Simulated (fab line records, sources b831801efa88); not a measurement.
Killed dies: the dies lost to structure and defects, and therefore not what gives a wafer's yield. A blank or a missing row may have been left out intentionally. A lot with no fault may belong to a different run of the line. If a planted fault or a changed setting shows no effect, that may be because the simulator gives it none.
A struck lot beside a sound one	flow sky130	15 steps out of a route of 708
Sound: wafers L363.1, L363.2, L363.5. Wafers L371.1, L371.2, L371.3 were the ones struck. The cause comes at the end.
Order at every step that has rows: each side's tool, ch and its chambers, its first start. Under that, the readings that differ: sound wafers	struck wafers	difference of the means	sigmas: that difference in standard deviations of wafers without a fault.
alike: readings with means less than 2 such deviations apart, plus words and numbers identical on both sides. not compared: withheld readings, readings lacking a value on some wafer, bounds such as >300 that could conceal the same value, and numbers that have no deviation in the record and whose values overlap.
The two part at a step that has a row with sigmas, a row that says differs or no value, or rows on one side only. When numbers do not overlap yet have no deviation, they are printed without sigmas and do not part them. A reading missing from all wafers of one side parts the sides only when that side holds two or more wafers.

first, 2 steps without rows for these wafers: SKY_LOCAL_INTERCONNECT_CLEAN_17 (cleans in IPA, time 180 s); SKY_LOCAL_INTERCONNECT_CLEAN_18 (cleans in O3/DIW).
SKY_CONTACT_CVD_00: deposits Si3N4, target thk 75 nm.
  sound on pecvd-01 ch 0,2, day 33 20:51; struck on pecvd-01 ch 0,1,2, day 36 08:11
  alike: heaterPowerOuterW, heaterPowerW
SKY_CONTACT_THK_MEAS_01:
  sound on filmMetro-02, day 33 20:53; struck on filmMetro-01, day 36 08:14
  alike: CONTACT_CVD_00_THK
then, 1 step without rows for these wafers: SKY_CONTACT_HDPCVD_02 (deposits SiO2, target thk 565 nm, time 94.2 s).
SKY_CONTACT_THK_MEAS_03:
  sound on filmMetro-04, day 33 21:01; struck on filmMetro-02, day 36 08:21
  alike: CONTACT_HDPCVD_THK
SKY_CONTACT_CMP_04: polishes SiO2.
  sound on cmp-01 ch 0,1,2, day 33 21:04; struck on cmp-02 ch 1,2,3, day 36 08:28
  alike: motorCurrentA, timeToEndpointS
SKY_CONTACT_BOW_MEAS_05:
  sound on filmMetro-01, day 33 21:22; struck on filmMetro-04, day 36 08:43
reading	sound	struck	difference	sigmas
CONTACT_BOW (um)	85 88 97	81 66 67	-19	-2
then, 4 steps without rows for these wafers: SKY_CONTACT_DEHYDRATE_06 (time 60 s); SKY_CONTACT_HMDS_07 (prime time 60 s); SKY_CONTACT_COAT_08 (resist thk 60 nm); SKY_CONTACT_COAT_09 (resist thk 450 nm).
SKY_CONTACT_SOFTBAKE_10: time 90 s.
  sound on lithoTrack-01 ch 0, day 34 10:00; struck on lithoTrack-01 ch 0, day 36 21:00
reading	sound	struck	difference	sigmas
heaterPowerTotalW (W)	57.39 57.47 57.21	56.70 56.66 56.76	-0.65	-5
plateTempC (C)	100.25 100.05 99.93	99.24 99.21 99.27	-0.84	-8
then, 1 step without rows for these wafers: SKY_CONTACT_EXPOSE_11 (exposes mask CTM1, target cd 170 nm).
-- the record jumps here: 13 days lie between the struck wafers' starts before and after (it left off in module CONTACT and takes up again in module PAD_OPEN, whose first step shown is number 708 of the route) --
SKY_PAD_OPEN_PROBE_99:
  sound on prober-01, day 48 09:24; struck on prober-01, day 50 01:59
  alike: killed_at_M0_to_M3, killed_at_M4_up, killedAtContacts, killedAtFrontEnd, killedAtOther, killedDies, killedOpen, killedShort

== WHERE THEY PART ==
At SKY_CONTACT_BOW_MEAS_05 first; at SKY_CONTACT_SOFTBAKE_10 last (within this record only). Later steps at which nothing parts them and some readings are alike: SKY_PAD_OPEN_PROBE_99.

WHY: what had been put in by the simulator
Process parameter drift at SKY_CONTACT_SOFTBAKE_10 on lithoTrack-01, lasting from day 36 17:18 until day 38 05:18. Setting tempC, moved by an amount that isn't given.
